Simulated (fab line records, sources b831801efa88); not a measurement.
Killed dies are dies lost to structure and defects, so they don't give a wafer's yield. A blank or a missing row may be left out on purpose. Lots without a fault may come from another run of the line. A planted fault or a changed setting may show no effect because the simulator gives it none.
Which tool did it? | flow sky130 | 12 lots, 36 wafers sampled, at 4 steps of a route of 708

WHAT THE GAUGES READ, wafer by wafer
SKY_LDD_HVN_OVL_MEAS_07. Usual: LDD_HVN_OVL 0.5 nm, standard deviation 1.1.
lot  | measured     | on         | LDD_HVN_OVL (nm) | flag
L810 | day 19 23:16 | overlay-02 | 0.0 0.5 1.1      |
L811 | day 20 21:30 | overlay-02 | 0.6 0.1 -0.8     |
L812 | day 21 02:04 | overlay-02 | 0.9 0.7 1.1      |
L817 | day 23 05:26 | overlay-01 | 1.0 -0.9 -0.5    |
L818 | day 23 12:32 | overlay-01 | 0.8 1.0 0.6      |
L820 | day 24 01:21 | overlay-02 | -0.6 0.0 -1.0    |
L822 | day 24 14:47 | overlay-01 | -1.0 0.3 -0.8    |
L821 | day 24 17:03 | overlay-01 | -0.5 1.3 0.5     |
L830 | day 28 09:22 | overlay-01 | -0.1 0.3 -1.5    |
L833 | day 29 01:08 | overlay-02 | -0.8 -0.5 -1.0   |
L832 | day 29 02:48 | overlay-02 | 2.4 2.3 3.3      |
L831 | day 29 03:20 | overlay-02 | -0.8 -1.5 0.2    |

SKY_SD_P_CD_MEAS_07: target cd 380 nm. Usual: cd_nm 380.6 nm, standard deviation 2.3.
lot  | measured     | on        | cd_nm (nm)        | flag
L810 | day 25 03:57 | cd_sem-02 | 380.6 380.6 377.0 |
L811 | day 26 01:21 | cd_sem-01 | 378.5 380.8 382.0 |
L812 | day 26 05:14 | cd_sem-02 | 381.9 380.3 382.6 |
L817 | day 28 05:13 | cd_sem-02 | 379.6 382.4 380.2 |
L818 | day 28 12:55 | cd_sem-01 | 382.5 379.7 382.5 |
L820 | day 28 23:57 | cd_sem-01 | 381.7 380.9 383.2 |
L822 | day 29 12:37 | cd_sem-02 | 382.2 382.3 382.7 |
L821 | day 29 16:16 | cd_sem-02 | 381.9 379.3 377.7 |
L830 | day 33 02:50 | cd_sem-01 | 381.6 379.0 379.5 |
L833 | day 33 17:20 | cd_sem-02 | 379.3 380.1 380.9 |
L832 | day 33 20:31 | cd_sem-02 | 382.1 380.0 382.2 |
L831 | day 33 21:56 | cd_sem-01 | 377.2 377.1 375.9 |

WHICH TOOL RAN EACH LOT (tool, then ch and the chambers of the sampled wafers, then the start)
lot  | SKY_LDD_LDN_IMPLANT_11          | SKY_LDD_LDN_STRIP_12
L810 | implanter-02 ch 0, day 22 13:32 | plasma_asher-01 ch 0,1, day 22 13:41
L811 | implanter-04 ch 0, day 23 11:19 | plasma_asher-01 ch 0,1, day 23 11:28
L812 | implanter-02 ch 0, day 23 16:14 | plasma_asher-04 ch 0,1, day 23 16:23
L817 | implanter-03 ch 0, day 25 17:49 | plasma_asher-03 ch 0,1, day 25 17:56
L818 | implanter-02 ch 0, day 26 01:10 | plasma_asher-04 ch 0,1, day 26 01:17
L820 | implanter-04 ch 0, day 26 12:29 | plasma_asher-04 ch 1, day 26 12:38
L822 | implanter-03 ch 0, day 27 02:53 | plasma_asher-03 ch 0,1, day 27 03:02
L821 | implanter-04 ch 0, day 27 04:29 | plasma_asher-04 ch 0,1, day 27 04:38
L830 | implanter-03 ch 0, day 30 17:46 | plasma_asher-03 ch 0,1, day 30 17:53
L833 | implanter-04 ch 0, day 31 09:31 | plasma_asher-03 ch 0,1, day 31 09:38
L832 | implanter-03 ch 0, day 31 11:29 | plasma_asher-01 ch 0,1, day 31 11:38
L831 | implanter-03 ch 0, day 31 12:28 | plasma_asher-03 ch 0,1, day 31 12:35
- SKY_LDD_LDN_IMPLANT_11
- SKY_LDD_LDN_STRIP_12: strips in O2/N2.

WHAT THE TOOLS THEMSELVES READ (means of the sampled wafers that have a number; where no wafer has one, the mark that the record gives instead)
SKY_LDD_LDN_IMPLANT_11. Usual: beam_energy_keV 15.000, standard deviation 0.0042; beam_on_s 9.98 s, standard deviation 0.21; end_station_pressure_torr 5.05e-06 Torr, standard deviation 2.7e-07; faraday_current_uA 70.6, standard deviation 1.4; rotation_deg 293.01 degrees, standard deviation 0.058.
lot  | tool         | beam_energy_keV | beam_on_s (s) | end_station_pressure_torr (Torr) | faraday_current_uA | rotation_deg (degrees) | flag
L810 | implanter-02 | 15.001          | 10.17         | 5.05e-06                         | 69.2               | 293.05                 |
L811 | implanter-04 | 14.999          | 10.17         | 5.12e-06                         | 69.7               | 293.04                 |
L812 | implanter-02 | 14.997          | 9.92          | 4.90e-06                         | 71.0               | 292.94                 |
L817 | implanter-03 | 14.996          | 9.97          | 5.09e-06                         | 70.8               | 292.98                 |
L818 | implanter-02 | 15.003          | 10.06         | 5.02e-06                         | 70.2               | 293.03                 |
L820 | implanter-04 | 14.996          | 10.09         | 4.71e-06                         | 69.9               | 292.98                 |
L822 | implanter-03 | 15.006          | 9.77          | 5.01e-06                         | 72.3               | 293.05                 |
L821 | implanter-04 | 14.997          | 9.76          | 5.25e-06                         | 72.2               | 293.00                 |
L830 | implanter-03 | 15.002          | 9.93          | 5.11e-06                         | 71.1               | 293.03                 |
L833 | implanter-04 | 14.999          | 10.08         | 5.02e-06                         | 70.0               | 293.00                 |
L832 | implanter-03 | 14.335          | 9.95          | 4.76e-06                         | 70.9               | 293.03                 | OFF
L831 | implanter-03 | 14.328          | 9.96          | 5.18e-06                         | 70.8               | 293.03                 | OFF

SKY_LDD_LDN_STRIP_12. Usual: drypump_motor_current_A 5.75 A, standard deviation 0.25; o2_flow_sccm 3000 sccm, standard deviation 8.2; oes_product_au 0.716 a.u., standard deviation 0.0046; strip_time_to_endpoint_s 14.17 s, standard deviation 0.04.
lot  | tool            | drypump_motor_current_A (A) | o2_flow_sccm (sccm) | oes_product_au (a.u.) | strip_time_to_endpoint_s (s) | flag
L810 | plasma_asher-01 | 5.62                        | 3000                | 0.713                 | 14.12                        |
L811 | plasma_asher-01 | 5.62                        | 2999                | 0.717                 | 14.12                        |
L812 | plasma_asher-04 | 5.83                        | 3001                | 0.715                 | 14.16                        |
L817 | plasma_asher-03 | 5.93                        | 3001                | 0.717                 | 14.21                        |
L818 | plasma_asher-04 | 5.82                        | 2990                | 0.716                 | 14.19                        |
L820 | plasma_asher-04 | 5.96                        | 2997                | 0.714                 | 14.14                        |
L822 | plasma_asher-03 | 5.80                        | 3003                | 0.718                 | 14.18                        |
L821 | plasma_asher-04 | 5.66                        | 3000                | 0.714                 | 14.14                        |
L830 | plasma_asher-03 | 5.94                        | 3004                | 0.716                 | 14.21                        |
L833 | plasma_asher-03 | 5.81                        | 3004                | 0.719                 | 14.19                        |
L832 | plasma_asher-01 | 5.46                        | 3010                | 0.717                 | 14.15                        |
L831 | plasma_asher-03 | 5.96                        | 2998                | 0.718                 | 14.22                        |

THE ANSWER, worked out from the rows above alone
Rule: a lot is off if the mean of its wafers that have a number lies more than 3 standard deviations from the usual mean. A lot without any number at a reading at which 4 lots or more have one is off too. The other lots that the step has rows for count as sound. The gauges are gone through in route order, then the tools' own readings, and for those a lot's mean is taken as printed above. The first step at which some lot is off is used, and at that step the reading that is off furthest; a lot without a number counts as furthest.
Off: L832, L831, at SKY_LDD_LDN_IMPLANT_11 (beam_energy_keV).
A tool fits if, at that step or a process step before it, it ran every lot that is off, and no sound lot after the first of them. One fits: implanter-03 at SKY_LDD_LDN_IMPLANT_11. Its last sound lot is L830 (day 30 17:46), its first lot that is off L832 (day 31 11:29): a fault that began between those two fits.
The tool's own readings at SKY_LDD_LDN_IMPLANT_11 bear it out: on the lots that are off they differ by more than 5 times the standard deviation of the sound lots' means. beam_energy_keV reads 14.332 there against 15.000 on the sound lots.

WHAT THE SIMULATOR HAD PUT IN
Process parameter drift: implanter-03, from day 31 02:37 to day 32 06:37, at SKY_LDD_LDN_IMPLANT_11. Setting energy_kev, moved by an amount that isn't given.
Lots struck among those shown: L832, L831. The rule above found the same.
